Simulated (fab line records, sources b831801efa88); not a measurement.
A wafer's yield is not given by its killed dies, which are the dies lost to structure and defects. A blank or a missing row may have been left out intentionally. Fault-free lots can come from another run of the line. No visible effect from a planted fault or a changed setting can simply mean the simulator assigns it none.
Check for tools in common / flow gf180mcu / 14 lots, 42 wafers sampled

== WHAT PROMPTED THE OPENING ==
At GF_MVPSD_OVL_MEAS_07 the reading MVPSD_OVL is flagged on 2 of 14 lots. No-fault wafers: -0.4 nm, standard deviation 1.3.
Rule: a lot is flagged when every wafer of it that has a number lies more than 4 standard deviations from that mean, or none has a number. As for the other lots, they are considered sound.

lot=L178; measured=day 5 01:29; on=overlay-02; MVPSD_OVL (nm), wafer by wafer=-2.0 -3.0 -3.7; flag=
lot=L179; measured=day 5 06:28; on=overlay-01; MVPSD_OVL (nm), wafer by wafer=-0.5 1.0 -0.2; flag=
lot=L181; measured=day 5 15:28; on=overlay-01; MVPSD_OVL (nm), wafer by wafer=0.0 1.0 -1.0; flag=
lot=L182; measured=day 5 23:13; on=overlay-01; MVPSD_OVL (nm), wafer by wafer=0.6 0.0 -0.4; flag=
lot=L183; measured=day 6 04:31; on=overlay-02; MVPSD_OVL (nm), wafer by wafer=-0.9 -1.0 -1.0; flag=
lot=L184; measured=day 6 11:29; on=overlay-01; MVPSD_OVL (nm), wafer by wafer=-1.3 -0.7 -1.8; flag=
lot=L185; measured=day 6 18:06; on=overlay-02; MVPSD_OVL (nm), wafer by wafer=-2.0 -2.3 -1.9; flag=
lot=L186; measured=day 6 23:44; on=overlay-02; MVPSD_OVL (nm), wafer by wafer=-130.6 -130.9 -131.0; flag=FLAGGED
lot=L189; measured=day 7 18:39; on=overlay-02; MVPSD_OVL (nm), wafer by wafer=-131.1 -130.5 -130.7; flag=FLAGGED
lot=L190; measured=day 7 23:33; on=overlay-02; MVPSD_OVL (nm), wafer by wafer=-0.5 -0.7 0.0; flag=
lot=L196; measured=day 9 11:07; on=overlay-02; MVPSD_OVL (nm), wafer by wafer=0.4 1.2 0.5; flag=
lot=L197; measured=day 9 17:27; on=overlay-01; MVPSD_OVL (nm), wafer by wafer=-0.7 0.5 -0.8; flag=
lot=L198; measured=day 10 00:54; on=overlay-01; MVPSD_OVL (nm), wafer by wafer=0.5 1.7 0.2; flag=
lot=L201; measured=day 10 18:16; on=overlay-01; MVPSD_OVL (nm), wafer by wafer=-0.4 -1.9 -0.3; flag=
Flagged lots average -130.8 nm: -130.4 nm relative to the usual, that is -99 or more standard deviations.

== WHICH TOOL RAN EACH LOT ==
The record holds 1 process step before the reading, out of a route of 602 steps. Cell contents, in order: the tool; ch with the chambers the sampled wafers went through; the start.
lot=L178; flag=; GF_MVPSD_EXPOSE_04=iline_stepper-02 ch 0, day 4 18:30
lot=L179; flag=; GF_MVPSD_EXPOSE_04=iline_stepper-02 ch 0, day 4 23:37
lot=L181; flag=; GF_MVPSD_EXPOSE_04=iline_stepper-02 ch 0, day 5 08:13
lot=L182; flag=; GF_MVPSD_EXPOSE_04=iline_stepper-02 ch 0, day 5 16:43
lot=L183; flag=; GF_MVPSD_EXPOSE_04=iline_stepper-01 ch 0, day 5 21:20
lot=L184; flag=; GF_MVPSD_EXPOSE_04=iline_stepper-02 ch 0, day 6 04:35
lot=L185; flag=; GF_MVPSD_EXPOSE_04=iline_stepper-01 ch 0, day 6 10:55
lot=L186; flag=FLAGGED; GF_MVPSD_EXPOSE_04=iline_stepper-01 ch 0, day 6 15:44
lot=L189; flag=FLAGGED; GF_MVPSD_EXPOSE_04=iline_stepper-01 ch 0, day 7 11:02
lot=L190; flag=; GF_MVPSD_EXPOSE_04=iline_stepper-02 ch 0, day 7 15:59
lot=L196; flag=; GF_MVPSD_EXPOSE_04=iline_stepper-02 ch 0, day 9 02:52
lot=L197; flag=; GF_MVPSD_EXPOSE_04=iline_stepper-02 ch 0, day 9 08:55
lot=L198; flag=; GF_MVPSD_EXPOSE_04=iline_stepper-02 ch 0, day 9 16:08
lot=L201; flag=; GF_MVPSD_EXPOSE_04=iline_stepper-02 ch 0, day 10 09:46
These steps, and what they do:
- GF_MVPSD_EXPOSE_04: exposes mask MVPSD, target cd 1000 nm.
- GF_MVPSD_OVL_MEAS_07

== FLAGGED OVER TOTAL, TOOL BY TOOL (the gauges that took the reading come last) ==
step=GF_MVPSD_EXPOSE_04; tool=iline_stepper-01; lots run=4; flagged=2; share of the flagged lots=all; sound lots run after its first flagged lot=0
step=GF_MVPSD_EXPOSE_04; tool=iline_stepper-02; lots run=10; flagged=0; share of the flagged lots=none; sound lots run after its first flagged lot=-
step=GF_MVPSD_OVL_MEAS_07; tool=overlay-01; lots run=7; flagged=0; share of the flagged lots=none; sound lots run after its first flagged lot=-
step=GF_MVPSD_OVL_MEAS_07; tool=overlay-02; lots run=7; flagged=2; share of the flagged lots=all; sound lots run after its first flagged lot=2 (L190,L196)

== THE TABLE: WHAT IT ALLOWS ==
In 2 table rows, all flagged lots were run: iline_stepper-01 (GF_MVPSD_EXPOSE_04), overlay-02 (GF_MVPSD_OVL_MEAS_07).
- iline_stepper-01 at GF_MVPSD_EXPOSE_04 ran 4 lots, 2 of them flagged. A fault beginning between L185 (day 6 10:55), its last sound lot, and L186 (day 6 15:44), its first flagged one, fits the data.
- overlay-02 at GF_MVPSD_OVL_MEAS_07 ran 7 lots, 2 of them flagged. Sound lots ran on it after the first flagged one (L190, L196), which a lasting fault on the whole tool wouldn't allow.
iline_stepper-01 at GF_MVPSD_EXPOSE_04 is the single tool remaining.

== WHAT HAD BEEN PUT IN BY THE SIMULATOR ==
Scanner matching overlay: iline_stepper-01, from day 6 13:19 on, at GF_MVPSD_EXPOSE_04. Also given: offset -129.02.
Lots struck among those shown: L186, L189. The same result came from the rule above.
